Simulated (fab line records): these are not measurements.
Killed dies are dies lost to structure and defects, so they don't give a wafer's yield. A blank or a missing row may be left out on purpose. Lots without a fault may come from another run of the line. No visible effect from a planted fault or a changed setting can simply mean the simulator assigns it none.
Matching of chambers + flow gf180mcu + cmp-02 running GF_V3_CMP_26: 4 sister chambers
The step polishes, stops on SiO2, t overpolish 15 s, target thk 0 nm. 4 wafers are shown with their chamber, then 7 later ones without.

== WAFERS WITH THEIR CHAMBER ==
| wafer  | chamber | motor current A (A) |
|--------|---------|---------------------|
| L751.4 | 2       | 9.1                 |
| L751.6 | 3       | 10.7                |
| L760.1 | 0       | 12.8                |
| L760.2 | 1       | 9.6                 |

== WAFERS WITH NO CHAMBER GIVEN ==
| wafer  | motor current A (A) |
|--------|---------------------|
| L760.5 | 12.4                |
| L761.1 | 11.0                |
| L761.2 | 9.8                 |
| L761.3 | 10.1                |
| L762.2 | 9.7                 |
| L762.4 | 9.7                 |
| L762.5 | 12.4                |

== THE CHAMBER EACH PASSED THROUGH ==
| wafer  | from the rows above          | in truth |
|--------|------------------------------|----------|
| L760.5 | 0                            | 0        |
| L761.1 | 3                            | 3        |
| L761.2 | can't be placed: 1 or 2      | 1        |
| L761.3 | can't be placed: 1 or 3 or 2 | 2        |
| L762.2 | can't be placed: 1 or 2      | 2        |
| L762.4 | can't be placed: 1 or 2      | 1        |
| L762.5 | 0                            | 0        |
Correctly placed: 3 of 7. Unplaceable from these rows: 4, with the true chamber sitting among the candidates in 4. Wrongly placed: 0.
How it was worked out, from the rows above alone: a wafer's distance from a chamber is the root of the sum, over the readings, of the square of ((its reading less the chamber's mean) divided by the reading's scatter). If the next closest chamber is less than 2 further off than the closest, the wafer can't be placed; otherwise it belongs to the closest. The mean given for a chamber averages the wafers shown for that chamber. The scatter (one wafer shown for each chamber): square how far every hidden wafer sits from the nearest shown wafer, average those squares and take the square root.
